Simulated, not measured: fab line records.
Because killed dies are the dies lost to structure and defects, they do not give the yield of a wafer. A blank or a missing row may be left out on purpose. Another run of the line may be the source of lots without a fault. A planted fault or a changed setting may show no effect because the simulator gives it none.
Matching of chambers | flow sfq_line | cmp-02 running SFQ_TRILAYER_I1_CMP_CMP_046: 4 sister chambers
The step polishes SiO2. 4 wafers are shown with their chamber, then 9 later ones without.

== WAFERS WITH THEIR CHAMBER ==
wafer  | chamber | edge_zone_pressure_frac
L576.5 | 1       | 0.993
L577.1 | 0       | 0.998
L577.2 | 2       | 1.005
L577.4 | 3       | 0.993

== WAFERS MISSING THEIR CHAMBER ==
wafer  | edge_zone_pressure_frac
L586.2 | 0.998
L586.3 | 0.998
L586.5 | 0.997
L588.1 | 1.001
L588.2 | 1.009
L588.6 | 1.002
L589.2 | 0.998
L589.4 | 0.995
L589.6 | 1.005

== THE CHAMBER EACH PASSED THROUGH ==
wafer  | from the rows above          | in truth
L586.2 | 0                            | 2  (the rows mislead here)
L586.3 | 0                            | 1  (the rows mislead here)
L586.5 | can't be placed: 0 or 1 or 3 | 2
L588.1 | can't be placed: 0 or 2      | 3
L588.2 | 2                            | 2
L588.6 | can't be placed: 2 or 0      | 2
L589.2 | 0                            | 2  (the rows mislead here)
L589.4 | can't be placed: 1 or 3 or 0 | 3
L589.6 | 2                            | 2
Correct placement for 2 of the 9. From these rows, 4 cannot be placed; in 2 the true chamber is one of the candidates. Number placed wrongly: 3.
How it was worked out, from the rows above alone: a wafer's distance from a chamber is the root of the sum, over the readings, of the square of ((its reading less the chamber's mean) divided by the reading's scatter). The wafer belongs to the nearest chamber; if the next one is less than 2 further off, it can't be placed. Each chamber's mean is taken over the wafers shown for it. The scatter: with one shown wafer a chamber, the root of the mean of the squares of how far each hidden wafer lies from its nearest shown one.
